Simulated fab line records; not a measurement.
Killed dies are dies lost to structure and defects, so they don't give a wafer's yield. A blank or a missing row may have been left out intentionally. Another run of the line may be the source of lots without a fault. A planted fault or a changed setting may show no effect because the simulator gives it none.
fab line records + flow sky130
record:
- lots: 11
- wafers: 33
- last_day: 50
route steps=708 shown LI_CONTACT@375 METAL1@439 VIA1@460 METAL2@483 PAD_OPEN@708
lots with no fault: from the same line, run without faults
start_h: start of the lot's first displayed wafer, in hours after the record's first day + wait_h: time in hours since the lot's previous step + " identical to the entry in the row above + L1.1+2: a row that stands for several wafers + - no value, or no start given + * or withheld: withheld + < > ~ a bound
route shown NAME@n: a module of which the file shows steps, and the number in the route of the first + usual: the fault-free wafers' mean and standard deviation + same: alike in all rows + chamber/n: place in a boat + sites: each site's reading + _std_site: the values' standard deviation + _edge_site: the outer-site mean with the inner-site mean subtracted + radius_mm: how far each site lies from the wafer's centre + mask NAME#n: copy n + behind: the tool/chamber that last shaped the wafer + hold: cause of the lot's hold/its duration in hours/its outcome + device: names the non-switching transistor (n, p or np) + end of line: tests of these same wafers at the route's end + a step with no rows: only its recipe + killed: dies lost to structure and defects at the first sort, not the wafer's yield + map: per-die view of a wafer (x killed, . not killed, _ where there is no die)
set.NAME: the setting that was run; set.NAME@STEP: the one run at that earlier step + model.NAME: the simulator's own value behind a step, which no gauge read
steps of the route over a sample of lots; a table a step, a row a wafer
services: a tool's chamber out of use, with start hour (start_h, from the record's first day; less than 0 if before it), hours out, and reason
== steps ==
step: SKY_LI_CONTACT_OVL_MEAS_13
usual:
- LI_CONTACT_OVL: 2/4.8
| lot.wafer | tool       | chamber | start_h | wait_h | LI_CONTACT_OVL[nm] |
|-----------|------------|---------|---------|--------|--------------------|
| L923.2    | overlay-01 | -       | 715.79  | 0.1    | 1                  |
| L923.3    | "          | -       | "       | "      | 5                  |
| L923.4    | "          | -       | "       | "      | -3                 |
| L925.1    | overlay-01 | -       | 717.28  | 0.1    | -2                 |
| L925.3    | "          | -       | "       | "      | -6                 |
| L925.4    | "          | -       | "       | "      | 2                  |
| L927.1    | overlay-02 | -       | 729.74  | 0.1    | 8                  |
| L927.2    | "          | -       | "       | "      | 7                  |
| L927.6    | "          | -       | "       | "      | 9                  |
| L935.4    | overlay-02 | -       | 793.51  | 0.1    | 4                  |
| L935.5    | "          | -       | "       | "      | 9                  |
| L935.6    | "          | -       | "       | "      | 1                  |
| L936.2    | overlay-02 | -       | 800.77  | 0.1    | 2                  |
| L936.3    | "          | -       | "       | "      | 2                  |
| L936.6    | "          | -       | "       | "      | 4                  |
| L938.1    | overlay-02 | -       | 805.31  | 0.1    | -7                 |
| L938.4    | "          | -       | "       | "      | -7                 |
| L938.5    | "          | -       | "       | "      | -9                 |
| L939.1    | overlay-02 | -       | 814.31  | 0.1    | 4                  |
| L939.3    | "          | -       | "       | "      | 7                  |
| L939.5    | "          | -       | "       | "      | 2                  |
| L941.1    | overlay-02 | -       | 830.41  | 0.1    | 4                  |
| L941.3    | "          | -       | "       | "      | 5                  |
| L941.6    | "          | -       | "       | "      | 4                  |
| L942.1    | overlay-01 | -       | 832.39  | 0.1    | 1                  |
| L942.2    | "          | -       | "       | "      | 4                  |
| L942.5    | "          | -       | "       | "      | 7                  |
| L944.4    | overlay-02 | -       | 839.83  | 0.1    | -5                 |
| L944.5    | "          | -       | "       | "      | -6                 |
| L944.6    | "          | -       | "       | "      | -2                 |
| L943.1    | overlay-01 | -       | 843.61  | 0.1    | 0                  |
| L943.5    | "          | -       | "       | "      | 4                  |
| L943.6    | "          | -       | "       | "      | 4                  |
step: SKY_METAL1_RS_MEAS_05
recipe:
- thk_meas_gauge: four-point-probe
- reads: TiN_of_METAL1_SPUTTER_04+Ti_of_METAL1_SPUTTER_03+AlCu_of_METAL1_SPUTTER_02+TiN_of_METAL1_SPUTTER_01+Ti_of_METAL1_SPUTTER_00
usual:
- METAL1_ALCU_RS: 0.1262/0.0013
| lot.wafer | tool          | chamber | start_h | wait_h | METAL1_ALCU_RS[ohm/sq] |
|-----------|---------------|---------|---------|--------|------------------------|
| L923.2    | film_metro-01 | -       | 774.90  | 0.0    | 0.1272                 |
| L923.3    | "             | -       | "       | "      | 0.1280                 |
| L923.4    | "             | -       | "       | "      | 0.1280                 |
| L925.1    | film_metro-01 | -       | 776.33  | 0.0    | 0.1260                 |
| L925.3    | "             | -       | "       | "      | 0.1271                 |
| L925.4    | "             | -       | "       | "      | 0.1261                 |
| L927.1    | film_metro-01 | -       | 788.09  | 0.0    | 0.1264                 |
| L927.2    | "             | -       | "       | "      | 0.1255                 |
| L927.6    | "             | -       | "       | "      | 0.1255                 |
| L935.4    | film_metro-03 | -       | 850.68  | 0.1    | 0.1252                 |
| L935.5    | "             | -       | "       | "      | 0.1247                 |
| L935.6    | "             | -       | "       | "      | 0.1249                 |
| L936.2    | film_metro-03 | -       | 857.58  | 0.0    | 0.1261                 |
| L936.3    | "             | -       | "       | "      | 0.1248                 |
| L936.6    | "             | -       | "       | "      | 0.1256                 |
| L938.1    | film_metro-04 | -       | 862.79  | 0.0    | 0.1258                 |
| L938.4    | "             | -       | "       | "      | 0.1264                 |
| L938.5    | "             | -       | "       | "      | 0.1261                 |
| L939.1    | film_metro-04 | -       | 871.09  | 0.0    | 0.1274                 |
| L939.3    | "             | -       | "       | "      | 0.1289                 |
| L939.5    | "             | -       | "       | "      | 0.1282                 |
| L941.1    | film_metro-03 | -       | 886.62  | 0.0    | 0.1245                 |
| L941.3    | "             | -       | "       | "      | 0.1242                 |
| L941.6    | "             | -       | "       | "      | 0.1244                 |
| L942.1    | film_metro-04 | -       | 888.70  | 0.0    | 0.1268                 |
| L942.2    | "             | -       | "       | "      | 0.1262                 |
| L942.5    | "             | -       | "       | "      | 0.1254                 |
| L944.4    | film_metro-01 | -       | 896.37  | 0.1    | 0.1250                 |
| L944.5    | "             | -       | "       | "      | 0.1259                 |
| L944.6    | "             | -       | "       | "      | 0.1238                 |
| L943.1    | film_metro-01 | -       | 902.92  | 0.0    | 0.1252                 |
| L943.5    | "             | -       | "       | "      | 0.1254                 |
| L943.6    | "             | -       | "       | "      | 0.1253                 |
step: SKY_VIA1_CMP_02
recipe:
- material: SiO2
- down_force_psi: 4
- platen_rpm: 60
- pad_velocity_m_s: 0.94248
usual:
- motor_current_A: 12.0/1.5
| lot.wafer | tool   | chamber | start_h | wait_h | motor_current_A |
|-----------|--------|---------|---------|--------|-----------------|
| L923.2    | cmp-01 | 0       | 802.77  | 0.0    | 10.3            |
| L923.3    | "      | 1       | "       | "      | 13.0            |
| L923.4    | "      | 2       | "       | "      | 12.5            |
| L925.4    | cmp-01 | 3       | 803.97  | 0.0    | 13.8            |
| L925.3    | "      | 1       | "       | "      | 13.7            |
| L925.1    | "      | 2       | "       | "      | 13.0            |
| L927.1    | cmp-02 | 2       | 815.00  | 0.1    | 10.0            |
| L927.2    | "      | 1       | "       | "      | 11.4            |
| L927.6    | "      | 3       | "       | "      | 12.5            |
| L935.4    | cmp-02 | 1       | 877.45  | 0.1    | 10.9            |
| L935.5    | "      | 3       | "       | "      | 12.6            |
| L935.6    | "      | 0       | "       | "      | 11.4            |
| L936.2    | cmp-01 | 1       | 884.54  | 0.0    | 14.4            |
| L936.3    | "      | 2       | "       | "      | 12.5            |
| L936.6    | "      | 1       | "       | "      | 13.4            |
| L938.4    | cmp-02 | 0       | 889.73  | 0.1    | 11.5            |
| L938.1    | "      | 1       | "       | "      | 10.6            |
| L938.5    | "      | 3       | "       | "      | 12.1            |
| L939.3    | cmp-02 | 1       | 897.87  | 0.1    | 11.5            |
| L939.1    | "      | 2       | "       | "      | 11.1            |
| L939.5    | "      | 0       | "       | "      | 10.7            |
| L941.1    | cmp-01 | 1       | 913.44  | 0.1    | 14.4            |
| L941.3    | "      | 2       | "       | "      | 12.9            |
| L941.6    | "      | 0       | "       | "      | 10.6            |
| L942.2    | cmp-01 | 2       | 914.31  | 0.1    | 12.5            |
| L942.1    | "      | 0       | "       | "      | 10.3            |
| L942.5    | "      | 2       | "       | "      | 11.6            |
| L944.4    | cmp-01 | 3       | 922.72  | 0.1    | 13.9            |
| L944.6    | "      | 2       | "       | "      | 13.3            |
| L944.5    | "      | 3       | "       | "      | 13.6            |
| L943.1    | cmp-02 | 2       | 929.40  | 0.2    | 10.5            |
| L943.5    | "      | 3       | "       | "      | 12.6            |
| L943.6    | "      | 0       | "       | "      | 11.3            |
step: SKY_METAL2_SPUTTER_00
recipe:
- material: Ti
- target_thk_nm: 15
- power_w: 3000
- time_s: 10
- chamber_pressure_pa: 0.4
usual:
- chamber_pressure_pa: 0.4000/0.00082
- throttle_valve_pct: 29.9/1
| lot.wafer | tool           | chamber | start_h | wait_h | chamber_pressure_pa | throttle_valve_pct |
|-----------|----------------|---------|---------|--------|---------------------|--------------------|
| L923.2    | pvd_sputter-03 | -       | 831.56  | 0.2    | 0.3992              | 30.3               |
| L923.3    | "              | -       | "       | "      | 0.3991              | 31.1               |
| L923.4    | "              | -       | "       | "      | 0.3996              | 29.5               |
| L925.1    | pvd_sputter-03 | -       | 832.23  | 0.2    | 0.4014              | 30.1               |
| L925.3    | "              | -       | "       | "      | 0.4004              | 29.6               |
| L925.4    | "              | -       | "       | "      | 0.4018              | 29.9               |
| L927.1    | pvd_sputter-03 | -       | 843.28  | 0.2    | 0.3998              | 29.7               |
| L927.2    | "              | -       | "       | "      | 0.4005              | 31.4               |
| L927.6    | "              | -       | "       | "      | 0.4002              | 31.0               |
| L935.4    | pvd_sputter-02 | -       | 904.22  | 0.1    | 0.4001              | 29.5               |
| L935.5    | "              | -       | "       | "      | 0.3991              | 28.8               |
| L935.6    | "              | -       | "       | "      | 0.3999              | 27.8               |
| L936.2    | pvd_sputter-02 | -       | 911.59  | 0.2    | 0.3997              | 29.6               |
| L936.3    | "              | -       | "       | "      | 0.3999              | 27.4               |
| L936.6    | "              | -       | "       | "      | 0.4001              | 29.2               |
| L938.1    | pvd_sputter-03 | -       | 916.73  | 0.1    | 0.4005              | 30.1               |
| L938.4    | "              | -       | "       | "      | 0.3977              | 31.5               |
| L938.5    | "              | -       | "       | "      | 0.4007              | 29.9               |
| L939.1    | pvd_sputter-02 | -       | 925.26  | 0.1    | 0.4009              | 27.5               |
| L939.3    | "              | -       | "       | "      | 0.3989              | 29.3               |
| L939.5    | "              | -       | "       | "      | 0.4012              | 30.0               |
| L941.1    | pvd_sputter-01 | -       | 940.15  | 0.2    | 0.3995              | 31.6               |
| L941.3    | "              | -       | "       | "      | 0.3991              | 30.0               |
| L941.6    | "              | -       | "       | "      | 0.4005              | 29.5               |
| L942.1    | pvd_sputter-02 | -       | 941.05  | 0.3    | 0.4002              | 27.5               |
| L942.2    | "              | -       | "       | "      | 0.3998              | 29.2               |
| L942.5    | "              | -       | "       | "      | 0.4005              | 29.9               |
| L944.4    | pvd_sputter-01 | -       | 949.40  | 0.2    | 0.3989              | 29.4               |
| L944.5    | "              | -       | "       | "      | 0.4007              | 32.3               |
| L944.6    | "              | -       | "       | "      | 0.3971              | 30.3               |
| L943.1    | pvd_sputter-02 | -       | 954.88  | 0.1    | 0.4004              | 27.3               |
| L943.5    | "              | -       | "       | "      | 0.4010              | 29.7               |
| L943.6    | "              | -       | "       | "      | 0.4009              | 29.5               |
step: SKY_METAL2_METAL_ETCH_19
recipe:
- target_depth_a: 3600
- stop_on: SiO2
- over_etch_frac: 0.3
- time_s: 78
- chemistry: Cl2/BCl3
- resist_sidewall_deg: 88
- pressure_mtorr: 10
- icp_w: 900
- bias_w: 48.5
- Cl2_flow_sccm: 60
- bcl3_flow_sccm: 30
usual:
- bias_w: 48.49/0.14
- chamber_pressure_mTorr: 10.000/0.01
- drypump_motor_current_A: 5.9/0.58
- oes_product_au: 0.856/0.006
- throttle_valve_pct: 22.265/0.0088
same:
- over_etch_frac: 0.3
- time_s: 78
| lot.wafer | tool         | chamber | start_h | wait_h | bias_w | chamber_pressure_mTorr | drypump_motor_current_A | oes_product_au | rf_hours_counter_h | throttle_valve_pct |
|-----------|--------------|---------|---------|--------|--------|------------------------|-------------------------|----------------|--------------------|--------------------|
| L923.2    | rie_metal-01 | 0       | 857.52  | 0.0    | 48.44  | 10.002                 | 5.9                     | 0.862          | 2                  | 22.266             |
| L923.3    | "            | 1       | "       | "      | 48.56  | 9.996                  | 6.2                     | 0.850          | -                  | 22.268             |
| L923.4    | "            | 0       | "       | "      | 48.58  | 10.003                 | 6.0                     | 0.855          | -                  | 22.248             |
| L925.1    | rie_metal-03 | 0       | 859.26  | 0.0    | 48.82  | 10.010                 | 6.4                     | 0.856          | 5                  | 22.271             |
| L925.3    | "            | 1       | "       | "      | 48.51  | 10.003                 | 5.1                     | 0.852          | -                  | 22.267             |
| L925.4    | "            | 0       | "       | "      | 48.61  | 9.986                  | 6.5                     | 0.850          | -                  | 22.261             |
| L927.1    | rie_metal-04 | 0       | 869.98  | 0.0    | 48.33  | 10.013                 | 6.6                     | 0.858          | 11                 | 22.281             |
| L927.2    | "            | 1       | "       | "      | 48.54  | 9.997                  | 5.4                     | 0.835          | 8                  | 22.259             |
| L927.6    | "            | 0       | "       | "      | 48.46  | 10.011                 | 6.5                     | 0.833          | -                  | 22.247             |
| L935.4    | rie_metal-01 | 0       | 929.65  | 0.1    | 48.49  | 9.994                  | 5.9                     | 0.861          | -                  | 22.278             |
| L935.5    | "            | 1       | "       | "      | 48.32  | 10.010                 | 6.2                     | 0.856          | -                  | 22.269             |
| L935.6    | "            | 0       | "       | "      | 48.33  | 9.992                  | 5.9                     | 0.861          | -                  | 22.260             |
| L936.2    | rie_metal-04 | 0       | 936.76  | 0.0    | 48.56  | 9.971                  | 6.5                     | 0.855          | 14                 | 22.274             |
| L936.3    | "            | 1       | "       | "      | 48.47  | 10.004                 | 5.4                     | 0.850          | -                  | 22.256             |
| L936.6    | "            | 0       | "       | "      | 48.51  | 9.995                  | 6.5                     | 0.861          | -                  | 22.268             |
| L938.1    | rie_metal-03 | 0       | 941.74  | 0.0    | 48.64  | 9.987                  | 6.4                     | 0.871          | 9                  | 22.265             |
| L938.4    | "            | 1       | "       | "      | 48.60  | 9.995                  | 5.2                     | 0.868          | -                  | 22.273             |
| L938.5    | "            | 1       | "       | "      | 48.62  | 9.997                  | 5.1                     | 0.858          | -                  | 22.279             |
| L939.1    | rie_metal-03 | 0       | 950.20  | 0.0    | 48.48  | 9.994                  | 6.5                     | 0.846          | 10                 | 22.275             |
| L939.3    | "            | 0       | "       | "      | 48.74  | 9.993                  | 6.5                     | 0.843          | -                  | 22.254             |
| L939.5    | "            | 0       | "       | "      | 48.51  | 10.005                 | 6.5                     | 0.862          | -                  | 22.264             |
| L941.1    | rie_metal-03 | 1       | 964.56  | 0.0    | 48.42  | 10.014                 | 5.1                     | 0.858          | 18                 | 22.268             |
| L941.3    | "            | 0       | "       | "      | 48.69  | 10.003                 | 6.4                     | 0.860          | -                  | 22.264             |
| L941.6    | "            | 0       | "       | "      | 48.50  | 10.000                 | 6.4                     | 0.861          | -                  | 22.262             |
| L942.1    | rie_metal-04 | 0       | 965.26  | 0.0    | 48.57  | 9.994                  | 6.5                     | 0.862          | 15                 | 22.288             |
| L942.2    | "            | 1       | "       | "      | 48.70  | 9.999                  | 5.4                     | 0.857          | 13                 | 22.265             |
| L942.5    | "            | 1       | "       | "      | 48.63  | 9.986                  | 5.4                     | 0.855          | -                  | 22.275             |
| L944.4    | rie_metal-03 | 1       | 973.94  | 0.1    | 48.71  | 9.988                  | 5.1                     | 0.854          | -                  | 22.257             |
| L944.5    | "            | 1       | "       | "      | 48.56  | 9.993                  | 5.1                     | 0.856          | -                  | 22.259             |
| L944.6    | "            | 0       | "       | "      | 48.46  | 10.010                 | 6.5                     | 0.861          | -                  | 22.247             |
| L943.1    | rie_metal-03 | 0       | 978.75  | 0.0    | 48.72  | 9.997                  | 6.4                     | 0.845          | 11                 | 22.269             |
| L943.5    | "            | 1       | "       | "      | 48.31  | 10.000                 | 5.1                     | 0.846          | -                  | 22.260             |
| L943.6    | "            | 0       | "       | "      | 48.62  | 9.994                  | 6.5                     | 0.862          | -                  | 22.256             |
step: SKY_PAD_OPEN_PROBE_99
usual:
- defect_limited_yield: 82.3/1.9
- killed_at_M0_to_M3: 44/6.5
- killed_at_M4_up: 3.3/1.9
- killed_at_contacts: 24/5.3
- killed_at_front_end: 15/4.5
- killed_at_other: 0.3/0.58
- killed_dies: 87/9.3
- killed_open: 48/6.6
- killed_short: 39/6.1
- sort_bin_3_pad_short: 0.9/0.46
- sort_bin_5_function: 10.5/1.6
- sort_bin_6_memory: 6.3/1.1
- sort_n_pass: 405/9.3
- sort_yield_pct: 82.3/1.9
same:
- gross_dies: 492
- killed_at_back_side: 0
- sort_bin_4_leakage[%]: 0
- sort_bin_8_speed[%]: 0
| lot.wafer | tool      | chamber | start_h | wait_h | defect_limited_yield[%] | killed_at_M0_to_M3 | killed_at_M4_up | killed_at_contacts | killed_at_front_end | killed_at_other | killed_dies | killed_open | killed_short | sort_bin_3_pad_short[%] | sort_bin_5_function[%] | sort_bin_6_memory[%] | sort_n_pass | sort_yield_pct[%] |
|-----------|-----------|---------|---------|--------|-------------------------|--------------------|-----------------|--------------------|---------------------|-----------------|-------------|-------------|--------------|-------------------------|------------------------|----------------------|-------------|-------------------|
| L923.2    | prober-01 | -       | 1104.78 | 0.1    | 83.5                    | 37                 | 4               | 23                 | 17                  | 0               | 81          | 45          | 36           | 1.2                     | 10.2                   | 5.1                  | 411         | 83.5              |
| L923.3    | prober-01 | -       | 1104.83 | 0.2    | 84.3                    | 37                 | 2               | 27                 | 11                  | 0               | 77          | 49          | 28           | 0.2                     | 9.8                    | 5.7                  | 415         | 84.3              |
| L923.4    | prober-01 | -       | 1104.88 | 0.2    | 82.9                    | 50                 | 2               | 16                 | 15                  | 1               | 84          | 46          | 38           | 1.2                     | 8.9                    | 6.9                  | 408         | 82.9              |
| L936.3    | prober-02 | -       | 1165.99 | 0.2    | 78.9                    | 60                 | 8               | 15                 | 20                  | 1               | 104         | 61          | 43           | 0.4                     | 12.4                   | 8.3                  | 388         | 78.9              |
| L939.1    | prober-01 | -       | 1174.88 | 0.1    | 81.7                    | 42                 | 4               | 27                 | 17                  | 0               | 90          | 57          | 33           | 1.2                     | 11.2                   | 5.9                  | 402         | 81.7              |
| L939.3    | prober-01 | -       | 1174.98 | 0.2    | 79.3                    | 55                 | 4               | 30                 | 13                  | 0               | 102         | 53          | 49           | 1.2                     | 13.2                   | 6.3                  | 390         | 79.3              |
| L939.5    | prober-01 | -       | 1175.08 | 0.2    | 77.4                    | 56                 | 0               | 27                 | 28                  | 0               | 111         | 56          | 55           | 1.2                     | 13.6                   | 7.7                  | 381         | 77.4              |
| L944.4    | prober-02 | -       | 1190.44 | 0.2    | 85.4                    | 34                 | 2               | 23                 | 13                  | 0               | 72          | 38          | 34           | 0.8                     | 8.9                    | 4.9                  | 420         | 85.4              |
| L944.5    | prober-02 | -       | 1190.49 | 0.2    | 82.7                    | 38                 | 3               | 22                 | 22                  | 0               | 85          | 42          | 43           | 0.4                     | 11.2                   | 5.7                  | 407         | 82.7              |
| L944.6    | prober-02 | -       | 1190.54 | 0.2    | 82.9                    | 44                 | 5               | 18                 | 17                  | 0               | 84          | 48          | 36           | 0.6                     | 10.8                   | 5.7                  | 408         | 82.9              |
| L943.1    | prober-01 | -       | 1192.64 | 0.1    | 80.3                    | 43                 | 5               | 25                 | 24                  | 0               | 97          | 55          | 42           | 1.2                     | 11.2                   | 7.3                  | 395         | 80.3              |
| L943.5    | prober-01 | -       | 1192.84 | 0.2    | 81.9                    | 40                 | 1               | 34                 | 14                  | 0               | 89          | 54          | 35           | 0.8                     | 10.0                   | 7.3                  | 403         | 81.9              |
| L943.6    | prober-01 | -       | 1192.89 | 0.2    | 86.2                    | 35                 | 5               | 18                 | 10                  | 0               | 68          | 36          | 32           | 0.6                     | 9.1                    | 4.1                  | 424         | 86.2              |
killed by level:class
L923.2 VIA3:geometric_particle:open=9 CONTACT:geometric_particle:open=7 POLY_GATE:geometric_particle:short=6 LI_CONTACT:geometric_particle:open=6 VIA2:geometric_particle:short=5 LI_CONTACT:geometric_particle:short=5 VIA1:geometric_particle:open=5 VIA2:geometric_particle:open=5
L923.3 CONTACT:geometric_particle:open=15 VIA1:geometric_particle:open=10 LI_CONTACT:geometric_particle:open=7 VIA2:geometric_particle:open=6 VIA3:geometric_particle:open=4 METAL2:geometric_particle:short=4 FIELD_ISO:geometric_particle:short=3 CONTACT:geometric_particle:short=3
L923.4 VIA1:geometric_particle:open=13 VIA3:geometric_particle:open=9 LI_CONTACT:geometric_particle:open=7 METAL1:geometric_particle:short=7 FIELD_ISO:geometric_particle:short=5 CONTACT:geometric_particle:open=5 METAL2:geometric_particle:short=5 VIA1:geometric_particle:short=4
L936.3 VIA1:geometric_particle:open=14 VIA3:geometric_particle:open=8 FIELD_ISO:geometric_particle:open=6 LI_CONTACT:geometric_particle:open=6 CONTACT:geometric_particle:open=6 METAL1:geometric_particle:short=6 VIA1:geometric_particle:short=6 METAL2:geometric_particle:short=6
L939.1 VIA1:geometric_particle:open=12 LI_CONTACT:geometric_particle:open=10 CONTACT:geometric_particle:open=8 FIELD_ISO:geometric_particle:open=6 POLY_GATE:geometric_particle:open=6 CONTACT:geometric_particle:short=6 VIA3:geometric_particle:open=6 METAL2:geometric_particle:short=5
L939.3 VIA1:geometric_particle:open=13 CONTACT:geometric_particle:open=9 LI_CONTACT:geometric_particle:open=7 CONTACT:geometric_particle:short=7 METAL2:geometric_particle:short=7 VIA1:geometric_particle:short=6 VIA2:geometric_particle:open=6 VIA3:geometric_particle:open=6
L939.5 VIA1:geometric_particle:open=12 VIA1:geometric_particle:short=9 LI_CONTACT:geometric_particle:open=8 CONTACT:geometric_particle:open=8 VIA3:geometric_particle:open=8 FIELD_ISO:geometric_particle:short=7 VIA3:geometric_particle:short=7 LOCAL_INTERCONNECT:geometric_particle:short=6
L944.4 CONTACT:geometric_particle:open=9 METAL1:geometric_particle:short=8 VIA1:geometric_particle:open=8 VIA2:geometric_particle:open=7 FIELD_ISO:geometric_particle:short=4 LOCAL_INTERCONNECT:geometric_particle:short=4 CONTACT:geometric_particle:short=4 VIA3:geometric_particle:open=4
L944.5 FIELD_ISO:geometric_particle:open=7 VIA1:geometric_particle:open=7 CONTACT:geometric_particle:open=6 FIELD_ISO:geometric_particle:short=5 VIA3:geometric_particle:open=5 VIA2:geometric_particle:short=5 LI_CONTACT:geometric_particle:open=4 LOCAL_INTERCONNECT:geometric_particle:short=4
L944.6 VIA3:geometric_particle:open=10 VIA1:geometric_particle:open=9 CONTACT:geometric_particle:open=6 FIELD_ISO:geometric_particle:open=5 LOCAL_INTERCONNECT:geometric_particle:short=5 METAL1:geometric_particle:short=5 METAL2:geometric_particle:short=5 POLY_GATE:geometric_particle:short=4
L943.1 CONTACT:geometric_particle:open=16 VIA1:geometric_particle:open=10 VIA2:geometric_particle:open=8 POLY_GATE:geometric_particle:open=7 VIA3:geometric_particle:open=7 FIELD_ISO:geometric_particle:short=6 POLY_GATE:geometric_particle:short=6 METAL2:geometric_particle:short=6
L943.5 CONTACT:geometric_particle:open=15 VIA1:geometric_particle:open=10 LI_CONTACT:geometric_particle:open=9 VIA3:geometric_particle:open=6 METAL2:geometric_particle:short=6 METAL1:geometric_particle:short=5 VIA2:geometric_particle:open=5 POLY_GATE:geometric_particle:short=3
L943.6 VIA1:geometric_particle:open=10 CONTACT:geometric_particle:open=8 VIA1:geometric_particle:short=5 VIA2:geometric_particle:open=4 METAL4:geometric_particle:short=4 FIELD_ISO:geometric_particle:short=3 POLY_GATE:geometric_particle:open=3 LI_CONTACT:geometric_particle:open=3
== services ==
| tool           | chamber | start_h | hours | kind   |
|----------------|---------|---------|-------|--------|
| cmp-01         | -       | 785.61  | 3.7   | pm     |
| pvd_sputter-01 | -       | 786.95  | 2.5   | repair |
| pvd_sputter-03 | -       | 787.78  | 8.4   | repair |
| pvd_sputter-03 | -       | 811.49  | 1.1   | repair |
| rie_metal-01   | -       | 814.09  | 0.9   | repair |
| rie_metal-03   | 1       | 825.46  | 7.6   | repair |
| pvd_sputter-03 | -       | 833.76  | 3.3   | repair |
| pvd_sputter-02 | -       | 838.35  | 2.4   | repair |
| rie_metal-04   | -       | 843.76  | 1.0   | repair |
| rie_metal-01   | 1       | 848.96  | 3.0   | repair |
| cmp-01         | -       | 852.76  | 5.4   | repair |
| pvd_sputter-02 | -       | 855.48  | 1.1   | repair |
| rie_metal-01   | -       | 868.67  | 0.7   | repair |
| rie_metal-03   | -       | 891.95  | 1.4   | pm     |
| cmp-01         | -       | 901.82  | 6.2   | repair |
| cmp-02         | -       | 909.82  | 2.7   | repair |
| cmp-02         | -       | 911.93  | 0.3   | repair |
| cmp-02         | -       | 912.56  | 4.0   | pm     |
| pvd_sputter-03 | -       | 918.34  | 54.1  | repair |
| rie_metal-01   | -       | 944.58  | 14.6  | pm     |
| cmp-02         | -       | 956.36  | 0.2   | repair |
| pvd_sputter-01 | -       | 970.62  | 4.4   | repair |
| cmp-02         | -       | 973.73  | 4.0   | pm     |
| rie_metal-03   | -       | 974.54  | 2.8   | pm     |
== key ==
first_sign:
- step: SKY_METAL2_METAL_ETCH_19
- reading: oes_product_au
- direction: down
- sigmas: 3.8
- usual: 0.856
- struck: 0.834
effect none on later readings
met_at SKY_METAL2_SPUTTER_00
struck_lots L927
struck_wafers L927.2,L927.6
not_acting_at SKY_LI_CONTACT_OVL_MEAS_13,SKY_METAL1_RS_MEAS_05,SKY_VIA1_CMP_02
onset_between 832.23 843.28
fault:
- kind: process_parameter_drift
- tool: pvd_sputter-03
- chamber: -
- onset_h: 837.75
- steps: SKY_METAL2_SPUTTER_00
- channel: target_thk_nm
- offset: 8.2634
- shape: step
- end_h: 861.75
- scope: struck_wafers_only
- acts_in: these_recipes_only
- stated: 15
